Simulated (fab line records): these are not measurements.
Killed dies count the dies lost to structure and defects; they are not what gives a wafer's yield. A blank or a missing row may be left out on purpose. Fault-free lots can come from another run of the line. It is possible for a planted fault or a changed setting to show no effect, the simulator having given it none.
8D (eight disciplines) problem report, filled in by code -- flow sky130 -- the parts of the form that need people (team, actions taken, sign-off) are left out

## 1. WHAT IS WRONG
Wafers without a fault read 3000 sccm, standard deviation 9.2; o2_flow_sccm at SKY_CAP2M_STRIP_14 reads a mean of 2401 sccm on 3 wafers belonging to 2 lots. Measured from the usual mean, that is -65 standard deviations.
The step: strips in O2/N2.
The first sign was on wafer L932.5 at day 44 07:23, on plasma_asher-01. The record holds 36 wafers of 12 lots with a number at this step. The rule behind "out" and "out of limits": a value lying over 4 standard deviations away from the usual mean. The rest of the wafers with a number are treated as sound.

## 2. WHAT IT IS; WHAT IT IS NOT
question,is,is not
which readings at this step,o2_flow_sccm,drypump_motor_current_A
which lots,"L932, L935","L921, L922, L923, L926, L927, L929, L930, L937, L942, L943"
which wafers of those lots,"L932.5, L935.1, L935.5","L932.2, L932.4, L935.2"
read on which tools,plasma_asher-01,plasma_asher-02
when,from day 44 07:23,"up to then (23 sound wafers); but 10 sound wafers of L935, L937, L942, L943 came after"

## 3. SUSPECTS, AND WHAT RULES EACH OUT
Counting: if a tool at a process step up to the reading ran every lot that is out, it stays a suspect. Sound lots after the first of them don't rule it out here, since some wafers of a struck lot are sound.
- pvd_sputter-03 at SKY_VIA3_SPUTTER_20 (material TiN, target thk 20 nm, time 80 s): kept. It processed each lot that is out (first: L932, day 43 07:04); up to then, its last sound lot is L929 (day 42 22:22).
- plasma_asher-01 at SKY_CAP2M_STRIP_14 (strips in O2/N2): kept. It processed each lot that is out (first: L932, day 44 07:23); up to then, its last sound lot is L929 (day 43 22:38). Its own o2_flow_sccm readings are out on those wafers.
- At SKY_CAP2M_STRIP_14 on plasma_asher-01, chamber 0 took the sound wafers of the same lots and chamber 1 took the wafers that are out.
What counting leaves: pvd_sputter-03 at SKY_VIA3_SPUTTER_20 and plasma_asher-01 at SKY_CAP2M_STRIP_14.

## 4. THE CAUSE (what the simulator had put in)
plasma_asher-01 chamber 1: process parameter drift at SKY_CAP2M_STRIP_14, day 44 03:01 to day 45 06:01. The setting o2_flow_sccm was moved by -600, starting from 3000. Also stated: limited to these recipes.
This tool is one of the 2 suspects left after counting.

## 5. THE EFFECT CHAIN, in route order
Rows list readings where the struck wafers' mean (over those with a number) sits beyond 3 standard deviations from the usual. Only readings whose record carries a usual standard deviation are examined. hours: median over the lots of the time between each lot's start at the first step of this table that gives one and its start at this step. sigmas: the change, counted in usual standard deviations.
hours,step,reading,usual,on struck wafers,change,sigmas
0,SKY_CAP2M_STRIP_14,o2_flow_sccm,3000 sccm,2401,-599,-65
0,SKY_CAP2M_STRIP_14,strip_time_to_endpoint_s,12.66 s,12.80,+0.14,+4.0
It contains these process steps:
- SKY_CAP2M_STRIP_14: strips in O2/N2.

## 6. HOW IT WOULD HAVE BEEN CAUGHT EARLIER
First out-of-limits reading in this record: day 44 07:23, which is 4 hours after fault onset at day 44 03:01.
